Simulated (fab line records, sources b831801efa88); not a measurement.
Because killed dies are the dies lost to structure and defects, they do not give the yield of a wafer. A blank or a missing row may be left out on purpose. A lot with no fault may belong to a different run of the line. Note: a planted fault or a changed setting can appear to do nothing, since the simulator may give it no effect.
2 desks looking at one fault || flow gf180mcu || what lay behind the numbers comes last; until then each desk has only its own

## THE METROLOGY DESK
What the gauges read, lot by lot, whatever tool the lot ran on: means of the sampled wafers that have a number. Any lot whose mean is over 4 standard deviations away from the usual mean is out of limits and marked OUT; that distance is given in the brackets.
Columns: A = POLY_GATE_OXIDATION_THK at GF_POLY_GATE_THK_MEAS_17, usual 3.99 nm; B = V1_OVL at GF_V1_OVL_MEAS_15, usual -2 nm
{"lot": "L704", "first seen here": "day 9 13:47", "A": 4.08, "B": -3}
{"lot": "L705", "first seen here": "day 9 19:57", "A": 3.93, "B": 13}
{"lot": "L706", "first seen here": "day 10 08:38", "A": 4.01, "B": -7}
{"lot": "L707", "first seen here": "day 10 14:43", "A": 3.97, "B": 0}
{"lot": "L712", "first seen here": "day 11 22:46", "A": 4.00, "B": -16}
{"lot": "L716", "first seen here": "day 13 04:26", "A": 3.99, "B": 0}
{"lot": "L718", "first seen here": "day 13 16:00", "A": 4.13, "B": 2}
{"lot": "L720", "first seen here": "day 14 06:46", "A": 4.00, "B": 3}
{"lot": "L721", "first seen here": "day 14 17:02", "A": 3.98, "B": -7}
{"lot": "L724", "first seen here": "day 15 10:16", "A": 3.90, "B": 1}
{"lot": "L725", "first seen here": "day 15 22:47", "A": 4.04, "B": 4}
{"lot": "L726", "first seen here": "day 16 05:26", "A": 4.02, "B": -2}
{"lot": "L727", "first seen here": "day 16 10:25", "A": 4.04, "B": 0}
Finding of this desk: none of the 13 lots has anything out of limits.

## FOR THE TOOL OWNER'S DESK: litho-track-04
The tool's own readings at GF_HV_LDD_SOFTBAKE_03 (time 60 s): means of the sampled wafers that have a number, for each lot that ran on this tool. Any lot whose mean is over 4 standard deviations away from the usual mean is out of limits and marked OUT; that distance is given in the brackets.
Columns: A = run-length-s at GF_HV_LDD_SOFTBAKE_03, usual 89.07 s
{"lot": "L704", "first seen here": "day 9 23:13", "A": 88.87}
{"lot": "L707", "first seen here": "day 10 23:55", "A": 88.85}
{"lot": "L712", "first seen here": "day 12 08:32", "A": "94.84 (+29) OUT"}
{"lot": "L716", "first seen here": "day 13 14:59", "A": "92.03 (+15) OUT"}
{"lot": "L726", "first seen here": "day 16 17:14", "A": 88.81}
This desk finds L712, L716 out of limits, L712 being first, at day 12 08:32 (run-length-s at GF_HV_LDD_SOFTBAKE_03). L704, L707, L726: within limits.

## PUT TOGETHER
The tool owner's desk had the chance to raise an alarm at day 12 08:32 on L712, L716.
Metrology desk: nothing out of limits seen.
The metrology desk holds a record of L712, L716, inside its limits.
All the named lots went through GF_HV_LDD_SOFTBAKE_03 on litho-track-04.

## WHAT THE SIMULATOR HAD INSERTED
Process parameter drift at GF_HV_LDD_SOFTBAKE_03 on litho-track-04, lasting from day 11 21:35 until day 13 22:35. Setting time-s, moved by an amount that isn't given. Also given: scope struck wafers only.
Struck lots among those shown: L712, L716.
How many hours passed from the start of the fault until each desk's first out-of-limits reading: the tool owner's desk, 11.
